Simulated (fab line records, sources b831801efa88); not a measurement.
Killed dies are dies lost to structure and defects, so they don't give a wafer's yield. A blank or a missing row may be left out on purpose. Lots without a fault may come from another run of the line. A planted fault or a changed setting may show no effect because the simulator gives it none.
fab line records | flow sky130
record lots=12 wafers=36 last_day=50
route steps=708 shown FIELD_ISO@1 NWELL@77 VT_ADJUST_HVTP@95 VT_ADJUST_LVTN@107 PAD_OPEN@708
lots that met no fault: from a run of the same line without faults
start_h: hours from the record's first day to the start of the lot's first wafer shown | wait_h: hours since the lot's step before | " the same as in the row above | L1.1+2: a row that stands for several wafers | - no value, or no start given | * or withheld: withheld | < > ~ a bound
route shown NAME@n: a module of which the file shows steps, and the number in the route of the first | usual: mean/standard deviation of fault-free wafers | same: alike in all rows | chamber/n: place in a boat | sites: the reading at each site | _std_site: their standard deviation | _edge_site: outer sites' mean less inner sites' | radius_mm: how far each site lies from the wafer's centre | mask NAME#n: copy n | behind: the tool/chamber that last shaped the wafer | hold: why the lot was held/for how many hours/how that ended | device: the transistor (n, p or np) that didn't switch | end of line: the same wafers' tests at the end of the route | a step without rows: its recipe alone | killed: dies lost to structure and defects at the first sort, not the wafer's yield | map: a wafer's dies, x killed, . not, _ none there
set.NAME: the setting as run; set.NAME@STEP: as run at that earlier step | model.NAME: the simulator's own value behind a step, which no gauge read
steps of the route over a sample of lots; a table a step, a row a wafer
services: from which hour (start_h, from the record's first day; less than 0 if before it) a tool's chamber was out of use, for how many hours, and why
## steps
# step SKY_FIELD_ISO_BOW_MEAS_00
# recipe mode=bow
# usual INCOMING_BOW=0/6.7
# columns lot.wafer tool chamber start_h wait_h INCOMING_BOW[um]
L540.2 film_metro-01 - 10.02 - 12
L540.5 " - " " -6
L540.6 " - " " 2
L541.2 film_metro-03 - 15.02 - 7
L541.3 " - " " -9
L541.4 " - " " 8
L542.3 film_metro-03 - 20.04 - -3
L542.4 " - " " -7
L542.6 " - " " 6
L544.2 film_metro-03 - 30.02 - -2
L544.3 " - " " 4
L544.5 " - " " 4
L545.2 film_metro-02 - 35.02 - 4
L545.5 " - " " 8
L545.6 " - " " 6
L547.3 film_metro-03 - 45.04 - -5
L547.4 " - " " -7
L547.6 " - " " -9
L549.1 film_metro-02 - 55.00 - -7
L549.3 " - " " 4
L549.5 " - " " 0
L556.1 film_metro-01 - 90.00 - 10
L556.2 " - " " 7
L556.4 " - " " 8
L558.1 film_metro-02 - 100.00 - -15
L558.2 " - " " 2
L558.5 " - " " 3
L560.1 film_metro-03 - 110.00 - -3
L560.5 " - " " 1
L560.6 " - " " -9
L561.3 film_metro-02 - 115.04 - 3
L561.4 " - " " 2
L561.6 " - " " 10
L563.1 film_metro-03 - 125.00 - 2
L563.5 " - " " -8
L563.6 " - " " 3
# step SKY_NWELL_IMPLANT_24
# recipe species=B energy_kev=140 dose_cm2=9.2e+12 tilt_deg=withheld
# usual beam_energy_keV=139.99/0.042 dose_ions_cm2=9.202e+12/1.1e+10 faraday_current_uA=51.8/1.1
# same implant_ion_amu=11
# columns lot.wafer tool chamber start_h wait_h beam_energy_keV dose_ions_cm2 faraday_current_uA
L540.2 implanter-03 0 103.27 0.0 139.98 9.192e+12 50.0
L540.5 " 0 " " 139.98 9.196e+12 51.5
L540.6 " 0 " " 139.99 9.211e+12 52.3
L541.2 implanter-03 0 107.36 0.0 139.97 9.203e+12 52.7
L541.3 " 0 " " 140.06 9.198e+12 53.7
L541.4 " 0 " " 139.98 9.199e+12 52.0
L542.3 implanter-02 0 116.23 0.1 140.02 9.21e+12 53.5
L542.4 " 0 " " 140.01 9.206e+12 52.0
L542.6 " 0 " " 140.05 9.209e+12 50.2
L544.2 implanter-04 0 127.47 0.0 140.08 9.217e+12 52.1
L544.3 " 0 " " 140.03 9.215e+12 50.5
L544.5 " 0 " " 139.91 9.194e+12 50.1
L545.2 implanter-04 0 130.86 0.0 140.04 9.199e+12 49.5
L545.5 " 0 " " 140.04 9.209e+12 51.0
L545.6 " 0 " " 140.03 9.228e+12 51.7
L547.3 implanter-02 0 144.80 0.1 140.01 9.209e+12 52.0
L547.4 " 0 " " 139.97 9.2e+12 53.7
L547.6 " 0 " " 139.94 9.178e+12 50.8
L549.1 implanter-04 0 154.73 0.0 139.96 9.189e+12 50.9
L549.3 " 0 " " 139.97 9.192e+12 52.8
L549.5 " 0 " " 139.99 9.211e+12 52.8
L556.1 implanter-04 0 199.93 0.0 140.02 1.344e+13 79.8
L556.2 " 0 " " 139.98 1.3437e+13 75.7
L556.4 " 0 " " 139.99 1.3452e+13 78.2
L558.1 implanter-04 0 217.68 0.0 139.99 1.3457e+13 76.8
L558.2 " 0 " " 139.99 1.3453e+13 74.0
L558.5 " 0 " " 140.02 1.3449e+13 77.2
L560.1 implanter-03 0 227.25 0.0 139.99 9.215e+12 51.8
L560.5 " 0 " " 139.98 9.212e+12 52.0
L560.6 " 0 " " 139.96 9.227e+12 51.4
L561.3 implanter-02 0 233.20 0.1 139.96 9.214e+12 53.9
L561.4 " 0 " " 139.92 9.187e+12 51.4
L561.6 " 0 " " 140.00 9.198e+12 52.3
L563.1 implanter-03 0 246.70 0.0 140.05 9.202e+12 53.6
L563.5 " 0 " " 140.00 9.207e+12 52.6
L563.6 " 0 " " 140.01 9.202e+12 51.5
# step SKY_NWELL_TW_MEAS_26
# usual NWELL_2_TW=495.1/2.2
# columns lot.wafer tool chamber start_h wait_h NWELL_2_TW
L540.2 film_metro-01 - 103.51 0.1 495.8
L540.5 " - " " 496.7
L540.6 " - " " 495.4
L541.2 film_metro-01 - 107.59 0.1 499.2
L541.3 " - " " 494.4
L541.4 " - " " 497.6
L542.3 film_metro-01 - 116.45 0.1 496.4
L542.4 " - " " 498.7
L542.6 " - " " 496.4
L544.2 film_metro-04 - 127.71 0.1 496.3
L544.3 " - " " 492.6
L544.5 " - " " 494.5
L545.2 film_metro-04 - 131.09 0.1 491.7
L545.5 " - " " 494.5
L545.6 " - " " 495.6
L547.3 film_metro-01 - 145.02 0.1 493.1
L547.4 " - " " 494.6
L547.6 " - " " 496.4
L549.1 film_metro-04 - 154.98 0.1 495.2
L549.3 " - " " 494.8
L549.5 " - " " 495.9
L556.1 film_metro-04 - 200.18 0.1 553.4
L556.2 " - " " 555.4
L556.4 " - " " 553.1
L558.1 film_metro-03 - 217.93 0.1 557.4
L558.2 " - " " 559.4
L558.5 " - " " 558.1
L560.1 film_metro-04 - 227.50 0.1 491.8
L560.5 " - " " 493.0
L560.6 " - " " 494.5
L561.3 film_metro-03 - 233.42 0.1 495.6
L561.4 " - " " 493.9
L561.6 " - " " 495.5
L563.1 film_metro-04 - 246.95 0.1 497.4
L563.5 " - " " 498.7
L563.6 " - " " 499.7
# step SKY_VT_ADJUST_HVTP_STRIP_10
# recipe chemistry=O2/N2 power_w=1400 pressure_mtorr=1500 platen_temp_c=withheld o2_flow_sccm=3000 n2_flow_sccm=300 overash_fraction=0.5
# usual chamber_pressure_mTorr=1499.9/1.4 drypump_motor_current_A=5.62/0.24 oes_product_au=0.716/0.0046 strip_time_to_endpoint_s=14.20/0.042
# columns lot.wafer tool chamber start_h wait_h chamber_pressure_mTorr drypump_motor_current_A oes_product_au rf_hours_counter_h strip_time_to_endpoint_s
L540.2 plasma_asher-02 0 120.88 0.1 1499.5 5.43 0.712 0 14.19
L540.5 " 0 " " 1498.3 5.44 0.723 - 14.15
L540.6 " 1 " " 1499.8 5.57 0.715 - 14.16
L541.2 plasma_asher-01 0 126.24 0.1 1500.5 5.56 0.711 47 14.16
L541.3 " 1 " " 1500.4 6.04 0.720 - 14.17
L541.4 " 0 " " 1501.5 5.55 0.714 - 14.16
L542.3 plasma_asher-01 1 136.34 0.1 1500.3 5.97 0.714 - 14.17
L542.4 " 0 " " 1501.7 5.55 0.714 - 14.20
L542.6 " 1 " " 1499.4 6.01 0.712 - 14.16
L544.2 plasma_asher-01 0 148.08 0.1 1499.3 5.56 0.711 49 14.26
L544.3 " 0 " " 1499.5 5.55 0.714 - 14.21
L544.5 " 0 " " 1499.4 5.54 0.719 - 14.22
L545.2 plasma_asher-01 1 150.20 0.1 1499.9 5.98 0.716 50 14.22
L545.5 " 1 " " 1497.8 6.03 0.724 - 14.22
L545.6 " 0 " " 1501.1 5.55 0.711 - 14.22
L547.3 plasma_asher-04 1 165.29 0.1 1498.4 5.27 0.713 - 14.26
L547.4 " 0 " " 1499.0 5.71 0.716 - 14.24
L547.6 " 1 " " 1500.5 5.25 0.713 - 14.22
L549.1 plasma_asher-01 1 176.40 0.1 1500.7 6.05 0.711 52 14.25
L549.3 " 0 " " 1500.1 5.57 0.719 - 14.28
L549.5 " 0 " " 1499.7 5.55 0.710 - 14.23
L556.1 plasma_asher-04 0 222.98 0.1 1502.6 5.72 0.721 53 14.22
L556.2 " 1 " " 1501.3 5.26 0.710 53 14.23
L556.4 " 1 " " 1501.2 5.24 0.718 - 14.26
L558.1 plasma_asher-01 0 241.68 0.1 1501.2 5.55 0.716 59 14.22
L558.2 " 1 " " 1500.7 5.99 0.719 59 14.23
L558.5 " 1 " " 1498.5 6.03 0.724 - 14.20
L560.1 plasma_asher-04 0 251.68 0.1 1500.2 5.78 0.713 56 14.24
L560.5 " 1 " " 1498.8 5.26 0.719 - 14.23
L560.6 " 0 " " 1497.7 5.74 0.712 - 14.22
L561.3 plasma_asher-01 1 257.20 0.1 1500.7 6.02 0.711 - 14.25
L561.4 " 0 " " 1495.7 5.55 0.720 - 14.27
L561.6 " 1 " " 1498.7 6.00 0.711 - 14.21
L563.1 plasma_asher-04 1 271.12 0.1 1498.8 5.24 0.716 58 14.17
L563.5 " 1 " " 1500.0 5.24 0.710 - 14.12
L563.6 " 0 " " 1502.2 5.77 0.709 - 14.18
# step SKY_VT_ADJUST_LVTN_TW_MEAS_10
# usual VT_ADJUST_LVTN_TW=240.9/1
# columns lot.wafer tool chamber start_h wait_h VT_ADJUST_LVTN_TW
L540.2 film_metro-02 - 141.06 0.1 242.6
L540.5 " - " " 242.6
L540.6 " - " " 243.4
L541.2 film_metro-04 - 146.37 0.1 240.7
L541.3 " - " " 239.9
L541.4 " - " " 239.4
L542.3 film_metro-01 - 156.42 0.1 241.8
L542.4 " - " " 240.8
L542.6 " - " " 240.4
L544.2 film_metro-04 - 168.32 0.1 240.3
L544.3 " - " " 240.9
L544.5 " - " " 240.5
L545.2 film_metro-01 - 170.51 0.1 240.3
L545.5 " - " " 240.0
L545.6 " - " " 239.9
L547.3 film_metro-01 - 186.57 0.1 240.9
L547.4 " - " " 241.8
L547.6 " - " " 241.1
L549.1 film_metro-01 - 196.76 0.1 240.8
L549.3 " - " " 239.7
L549.5 " - " " 239.6
L556.1 film_metro-04 - 246.26 0.1 241.2
L556.2 " - " " 241.6
L556.4 " - " " 242.0
L558.1 film_metro-01 - 265.70 0.1 239.4
L558.2 " - " " 240.7
L558.5 " - " " 241.0
L560.1 film_metro-01 - 276.71 0.1 240.8
L560.5 " - " " 239.6
L560.6 " - " " 240.9
L561.3 film_metro-02 - 281.47 0.1 241.9
L561.4 " - " " 241.4
L561.6 " - " " 242.1
L563.1 film_metro-04 - 296.33 0.2 241.8
L563.5 " - " " 241.6
L563.6 " - " " 241.9
# step SKY_PAD_OPEN_PROBE_99
# usual killed_at_M0_to_M3=44/6 killed_at_M4_up=2.9/1.5 killed_at_contacts=24/4.9 killed_at_front_end=16/4.3 killed_at_other=0.3/0.54 killed_dies=87/8.7 killed_on_rim=17/3.6 killed_open=48/6.7 killed_short=39/5.9
# same gross_dies=492 killed_at_back_side=0
# columns lot.wafer tool chamber start_h wait_h killed_at_M0_to_M3 killed_at_M4_up killed_at_contacts killed_at_front_end killed_at_other killed_dies killed_on_rim killed_open killed_short
L547.3 prober-01 - 1120.30 0.2 47 6 18 21 0 92 22 53 38
L547.4 prober-01 - 1120.35 0.2 38 3 23 13 0 77 15 47 29
L547.6 prober-01 - 1120.45 0.2 46 3 19 18 0 86 9 47 39
# killed by level:class
L547.3 VIA1:geometric_particle:open=11 VIA2:geometric_particle:open=8 CONTACT:geometric_particle:open=7 POLY_GATE:geometric_particle:short=6 VIA3:geometric_particle:open=6 VIA1:geometric_particle:short=6 FIELD_ISO:geometric_particle:open=5 LI_CONTACT:geometric_particle:open=5
L547.4 VIA1:geometric_particle:open=15 CONTACT:geometric_particle:open=12 LI_CONTACT:geometric_particle:open=5 VIA1:geometric_particle:short=5 METAL3:geometric_particle:short=4 FIELD_ISO:geometric_particle:short=3 CONTACT:geometric_particle:short=3 VIA2:geometric_particle:short=3
L547.6 VIA1:geometric_particle:open=13 VIA2:geometric_particle:open=8 CONTACT:geometric_particle:short=7 CONTACT:geometric_particle:open=6 POLY_GATE:geometric_particle:short=6 VIA1:geometric_particle:short=5 LI_CONTACT:geometric_particle:open=4 METAL2:geometric_particle:short=4
## services
# columns tool chamber start_h hours kind
plasma_asher-02 - 108.75 9.0 pm
plasma_asher-02 0 108.75 9.0 vent_cycle
plasma_asher-02 1 108.75 9.0 vent_cycle
implanter-02 - 109.46 4.2 repair
implanter-04 - 115.29 1.3 repair
plasma_asher-02 0 117.75 - clean
plasma_asher-02 1 117.75 - clean
implanter-02 - 127.31 3.2 pm
implanter-02 - 148.26 2.1 repair
plasma_asher-04 - 157.24 3.4 repair
plasma_asher-02 - 163.06 2.0 repair
implanter-03 - 199.82 3.8 repair
implanter-03 - 269.34 2.3 repair
## key
first_sign step=SKY_NWELL_IMPLANT_24 reading=dose_ions_cm2 direction=up sigmas=99+ usual=* struck=*
effect step=SKY_NWELL_IMPLANT_24 reading=faraday_current_uA direction=up sigmas=24 usual=51.8 struck=76.9
effect step=SKY_NWELL_TW_MEAS_26 reading=NWELL_2_TW direction=up sigmas=28 usual=495.1 struck=556.1
met_at SKY_NWELL_IMPLANT_24
struck_lots L556,L558
tester_left_out L556,L558
not_acting_at SKY_FIELD_ISO_BOW_MEAS_00,SKY_VT_ADJUST_HVTP_STRIP_10,SKY_VT_ADJUST_LVTN_TW_MEAS_10
onset_between 154.73 199.93
fault kind=process_parameter_drift tool=implanter-04 chamber=- onset_h=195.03 steps=SKY_NWELL_IMPLANT_24 channel=dose_cm2 offset=* shape=step end_h=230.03 acts_in=* stated=*
# tester_left_out: of these lots the tester's yield and bins aren't shown, on N5 and GAA mostly nor the transistor test; their killed dies are dies lost to structure and defects alone, not to doping, threshold or leakage, so they don't give the yield
